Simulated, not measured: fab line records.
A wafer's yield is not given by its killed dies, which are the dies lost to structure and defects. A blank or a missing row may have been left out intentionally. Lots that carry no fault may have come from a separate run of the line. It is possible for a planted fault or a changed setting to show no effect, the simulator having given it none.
What tool caused it? / flow gf180mcu / 12 lots with 36 wafers sampled at 6 steps, on a route of 602 steps

== WHAT THE GAUGES SHOWED, per wafer ==
GF_V2_THK_MEAS_25: measures by xrf. Usual: for V2_W_THK the level is 354 nm and the standard deviation is 6.1.
lot=L451; measured=day 20 06:31; on=film_metro-02; V2_W_THK (nm)=349 353 348; flag=
lot=L452; measured=day 20 14:50; on=film_metro-02; V2_W_THK (nm)=353 354 352; flag=
lot=L453; measured=day 21 02:50; on=film_metro-02; V2_W_THK (nm)=352 349 347; flag=
lot=L460; measured=day 23 19:38; on=film_metro-03; V2_W_THK (nm)=353 354 352; flag=
lot=L461; measured=day 24 01:09; on=film_metro-02; V2_W_THK (nm)=348 348 355; flag=
lot=L462; measured=day 24 10:47; on=film_metro-02; V2_W_THK (nm)=347 342 342; flag=
lot=L463; measured=day 24 19:07; on=film_metro-01; V2_W_THK (nm)=355 357 357; flag=
lot=L464; measured=day 25 02:10; on=film_metro-01; V2_W_THK (nm)=356 346 345; flag=
lot=L466; measured=day 25 11:36; on=film_metro-03; V2_W_THK (nm)=356 358 362; flag=
lot=L465; measured=day 25 17:48; on=film_metro-03; V2_W_THK (nm)=362 352 351; flag=
lot=L474; measured=day 27 20:49; on=film_metro-01; V2_W_THK (nm)=356 352 351; flag=
lot=L473; measured=day 27 23:53; on=film_metro-03; V2_W_THK (nm)=357 361 363; flag=

GF_M3_RS_MEAS_05: the measuring method here is four-point-probe. Usual: for M3_ALCU_RS the level is 0.0696 ohm/sq and the standard deviation is 0.00069.
lot=L451; measured=day 20 07:07; on=film_metro-04; M3_ALCU_RS (ohm/sq)=0.0709 0.0702 0.0712; flag=
lot=L452; measured=day 20 15:25; on=film_metro-04; M3_ALCU_RS (ohm/sq)=0.0708 0.0710 0.0699; flag=
lot=L453; measured=day 21 03:26; on=film_metro-03; M3_ALCU_RS (ohm/sq)=0.0705 0.0704 0.0712; flag=
lot=L460; measured=day 23 20:13; on=film_metro-03; M3_ALCU_RS (ohm/sq)=0.0703 0.0698 0.0702; flag=
lot=L461; measured=day 24 01:46; on=film_metro-01; M3_ALCU_RS (ohm/sq)=0.0694 0.0695 0.0687; flag=
lot=L462; measured=day 24 11:22; on=film_metro-04; M3_ALCU_RS (ohm/sq)=0.0689 0.0692 0.0689; flag=
lot=L463; measured=day 24 19:43; on=film_metro-01; M3_ALCU_RS (ohm/sq)=0.0688 0.0686 0.0688; flag=
lot=L464; measured=day 25 02:45; on=film_metro-04; M3_ALCU_RS (ohm/sq)=0.0693 0.0688 0.0684; flag=
lot=L466; measured=day 25 12:11; on=film_metro-04; M3_ALCU_RS (ohm/sq)=0.0702 0.0694 0.0703; flag=
lot=L465; measured=day 25 18:23; on=film_metro-04; M3_ALCU_RS (ohm/sq)=0.0703 0.0692 0.0698; flag=
lot=L474; measured=day 27 21:25; on=film_metro-01; M3_ALCU_RS (ohm/sq)=0.0697 0.0695 0.0693; flag=
lot=L473; measured=day 28 00:28; on=film_metro-03; M3_ALCU_RS (ohm/sq)=0.0698 0.0712 0.0708; flag=

GF_V3_THK_MEAS_03. Usual: for V3_CVD_02_THK the level is 848 nm and the standard deviation is 11.
lot=L451; measured=day 21 07:57; on=film_metro-02; V3_CVD_02_THK (nm)=847 841 857; flag=
lot=L452; measured=day 21 16:05; on=film_metro-02; V3_CVD_02_THK (nm)=843 843 852; flag=
lot=L453; measured=day 22 04:27; on=film_metro-01; V3_CVD_02_THK (nm)=847 861 859; flag=
lot=L460; measured=day 24 19:28; on=film_metro-04; V3_CVD_02_THK (nm)=842 856 838; flag=
lot=L461; measured=day 25 00:32; on=film_metro-04; V3_CVD_02_THK (nm)=843 839 870; flag=
lot=L462; measured=day 25 10:25; on=film_metro-02; V3_CVD_02_THK (nm)=838 851 855; flag=
lot=L463; measured=day 25 18:04; on=film_metro-02; V3_CVD_02_THK (nm)=930 926 930; flag=OFF
lot=L464; measured=day 26 00:24; on=film_metro-04; V3_CVD_02_THK (nm)=911 914 935; flag=OFF
lot=L466; measured=day 26 10:10; on=film_metro-01; V3_CVD_02_THK (nm)=846 852 850; flag=
lot=L465; measured=day 26 15:53; on=film_metro-04; V3_CVD_02_THK (nm)=907 915 929; flag=OFF
lot=L474; measured=day 28 17:59; on=film_metro-02; V3_CVD_02_THK (nm)=838 857 850; flag=
lot=L473; measured=day 28 20:28; on=film_metro-02; V3_CVD_02_THK (nm)=844 841 847; flag=

GF_V3_BOW_MEAS_05. Usual: for V3_BOW the level is 115 um and the standard deviation is 8.4.
lot=L451; measured=day 21 08:20; on=film_metro-04; V3_BOW (um)=117 125 124; flag=
lot=L452; measured=day 21 16:27; on=film_metro-02; V3_BOW (um)=120 121 110; flag=
lot=L453; measured=day 22 04:50; on=film_metro-04; V3_BOW (um)=124 112 113; flag=
lot=L460; measured=day 24 19:56; on=film_metro-04; V3_BOW (um)=125 118 133; flag=
lot=L461; measured=day 25 00:55; on=film_metro-01; V3_BOW (um)=111 101 115; flag=
lot=L462; measured=day 25 10:51; on=film_metro-01; V3_BOW (um)=108 102 110; flag=
lot=L463; measured=day 25 18:31; on=film_metro-01; V3_BOW (um)=107 104 105; flag=
lot=L464; measured=day 26 00:46; on=film_metro-04; V3_BOW (um)=111 109 109; flag=
lot=L466; measured=day 26 10:32; on=film_metro-04; V3_BOW (um)=122 131 116; flag=
lot=L465; measured=day 26 16:28; on=film_metro-02; V3_BOW (um)=98 110 104; flag=
lot=L474; measured=day 28 18:20; on=film_metro-02; V3_BOW (um)=119 114 103; flag=
lot=L473; measured=day 28 20:50; on=film_metro-02; V3_BOW (um)=111 103 121; flag=

== EACH LOT AND THE TOOL THAT RAN IT (in order: tool; ch and the chambers of the sampled wafers; start) ==
lot=L451; GF_V3_CVD_02=pecvd-03 ch 0,1,2, day 21 07:52; GF_V3_CMP_04=cmp-01 ch 0,1,2, day 21 08:08
lot=L452; GF_V3_CVD_02=pecvd-04 ch 0,2, day 21 15:59; GF_V3_CMP_04=cmp-02 ch 1,2,3, day 21 16:15
lot=L453; GF_V3_CVD_02=pecvd-04 ch 1,2, day 22 04:22; GF_V3_CMP_04=cmp-02 ch 1,2,3, day 22 04:35
lot=L460; GF_V3_CVD_02=pecvd-03 ch 0,1, day 24 19:25; GF_V3_CMP_04=cmp-01 ch 0,1,3, day 24 19:41
lot=L461; GF_V3_CVD_02=pecvd-03 ch 1,2, day 25 00:28; GF_V3_CMP_04=cmp-02 ch 0,1, day 25 00:38
lot=L462; GF_V3_CVD_02=pecvd-03 ch 0,2, day 25 10:21; GF_V3_CMP_04=cmp-02 ch 0,1,2, day 25 10:39
lot=L463; GF_V3_CVD_02=pecvd-03 ch 0,1,2, day 25 17:59; GF_V3_CMP_04=cmp-02 ch 0,2,3, day 25 18:18
lot=L464; GF_V3_CVD_02=pecvd-03 ch 0,1,2, day 26 00:20; GF_V3_CMP_04=cmp-02 ch 0,2,3, day 26 00:28
lot=L466; GF_V3_CVD_02=pecvd-02 ch 0,1,2, day 26 10:05; GF_V3_CMP_04=cmp-02 ch 0,1,3, day 26 10:19
lot=L465; GF_V3_CVD_02=pecvd-03 ch 0,2, day 26 15:49; GF_V3_CMP_04=cmp-01 ch 0,1, day 26 16:09
lot=L474; GF_V3_CVD_02=pecvd-04 ch 0,1,2, day 28 17:55; GF_V3_CMP_04=cmp-02 ch 1,2, day 28 18:02
lot=L473; GF_V3_CVD_02=pecvd-02 ch 0,1,2, day 28 20:24; GF_V3_CMP_04=cmp-02 ch 2,3, day 28 20:35
- GF_V3_CVD_02: deposits SiO2 from TEOS, target thk 850 nm, time 94.851 s.
- GF_V3_CMP_04: polishes SiO2.

== AS READ BY THE TOOLS THEMSELVES (means over the sampled wafers that have a number; for cases with no such wafer, the mark the record gives instead) ==
GF_V3_CVD_02. Usual: heater_power_w 678 W, standard deviation 90; run_length_s 123.0 s, standard deviation 0.47.
lot=L451; tool=pecvd-03; heater_power_w (W)=639; run_length_s (s)=123.1; flag=
lot=L452; tool=pecvd-04; heater_power_w (W)=723; run_length_s (s)=122.7; flag=
lot=L453; tool=pecvd-04; heater_power_w (W)=763; run_length_s (s)=122.8; flag=
lot=L460; tool=pecvd-03; heater_power_w (W)=710; run_length_s (s)=123.0; flag=
lot=L461; tool=pecvd-03; heater_power_w (W)=614; run_length_s (s)=123.3; flag=
lot=L462; tool=pecvd-03; heater_power_w (W)=576; run_length_s (s)=122.7; flag=
lot=L463; tool=pecvd-03; heater_power_w (W)=580; run_length_s (s)=131.1; flag=OFF
lot=L464; tool=pecvd-03; heater_power_w (W)=636; run_length_s (s)=131.4; flag=OFF
lot=L466; tool=pecvd-02; heater_power_w (W)=666; run_length_s (s)=122.9; flag=
lot=L465; tool=pecvd-03; heater_power_w (W)=616; run_length_s (s)=131.1; flag=OFF
lot=L474; tool=pecvd-04; heater_power_w (W)=735; run_length_s (s)=122.9; flag=
lot=L473; tool=pecvd-02; heater_power_w (W)=745; run_length_s (s)=122.7; flag=

GF_V3_CMP_04. Usual: motor_current_A 11.9 A, standard deviation 1.6; slurry_filter_dp_kPa 13.50 kPa, standard deviation 0.12; time_to_endpoint_s 82 s, standard deviation 5.6.
lot=L451; tool=cmp-01; motor_current_A (A)=11.6; slurry_filter_dp_kPa (kPa)=13.38; time_to_endpoint_s (s)=81; flag=
lot=L452; tool=cmp-02; motor_current_A (A)=11.6; slurry_filter_dp_kPa (kPa)=13.50; time_to_endpoint_s (s)=79; flag=
lot=L453; tool=cmp-02; motor_current_A (A)=11.5; slurry_filter_dp_kPa (kPa)=13.50; time_to_endpoint_s (s)=82; flag=
lot=L460; tool=cmp-01; motor_current_A (A)=11.8; slurry_filter_dp_kPa (kPa)=13.62; time_to_endpoint_s (s)=86; flag=
lot=L461; tool=cmp-02; motor_current_A (A)=11.6; slurry_filter_dp_kPa (kPa)=13.49; time_to_endpoint_s (s)=82; flag=
lot=L462; tool=cmp-02; motor_current_A (A)=12.0; slurry_filter_dp_kPa (kPa)=13.48; time_to_endpoint_s (s)=80; flag=
lot=L463; tool=cmp-02; motor_current_A (A)=11.4; slurry_filter_dp_kPa (kPa)=13.40; time_to_endpoint_s (s)=111; flag=OFF
lot=L464; tool=cmp-02; motor_current_A (A)=11.1; slurry_filter_dp_kPa (kPa)=13.50; time_to_endpoint_s (s)=104; flag=OFF
lot=L466; tool=cmp-02; motor_current_A (A)=10.8; slurry_filter_dp_kPa (kPa)=13.48; time_to_endpoint_s (s)=83; flag=
lot=L465; tool=cmp-01; motor_current_A (A)=10.3; slurry_filter_dp_kPa (kPa)=13.58; time_to_endpoint_s (s)=112; flag=OFF
lot=L474; tool=cmp-02; motor_current_A (A)=12.4; slurry_filter_dp_kPa (kPa)=13.43; time_to_endpoint_s (s)=77; flag=
lot=L473; tool=cmp-02; motor_current_A (A)=12.4; slurry_filter_dp_kPa (kPa)=13.55; time_to_endpoint_s (s)=80; flag=

== THE ANSWER, worked out from the rows above alone ==
Rule: lot off if the mean of its wafers having a number is beyond 3 standard deviations from the usual mean. A lot without any number at a reading at which 4 lots or more have one is off too. Where the step has rows for the other lots, those lots are counted as sound. Order of review: gauges by route order, followed by the tools' own readings, for which a lot's mean as printed above is used. The first step at which some lot is off is used, and at that step the reading that is off furthest; a lot without a number counts as furthest.
Off: L463, L464, L465, seen at GF_V3_THK_MEAS_03 (V3_CVD_02_THK).
A tool fits if, at a process step before that reading, it ran every lot that is off, and no sound lot after the first of them. The gauges at GF_V3_THK_MEAS_03 aren't tried: what is off there is off at GF_V3_CVD_02 too, on other tools, and a gauge's error can't cause that. One fits: GF_V3_CVD_02 on pecvd-03. Its last sound lot is L462 (day 25 10:21), its first lot that is off L463 (day 25 17:59): a fault that began between those two fits.
On the lots that are off, the tool's own readings at GF_V3_CVD_02 differ by more than 5 times the standard deviation of the sound lots' means, which bears it out; run_length_s reads 131.2 s there versus 122.9 s on the sound lots.

== WHAT WAS PUT IN BY THE SIMULATOR ==
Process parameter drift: pecvd-03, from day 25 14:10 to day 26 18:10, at GF_V3_CVD_02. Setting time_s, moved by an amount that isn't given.
Struck lots among those shown: L463, L464, L465. Same finding as the rule above.
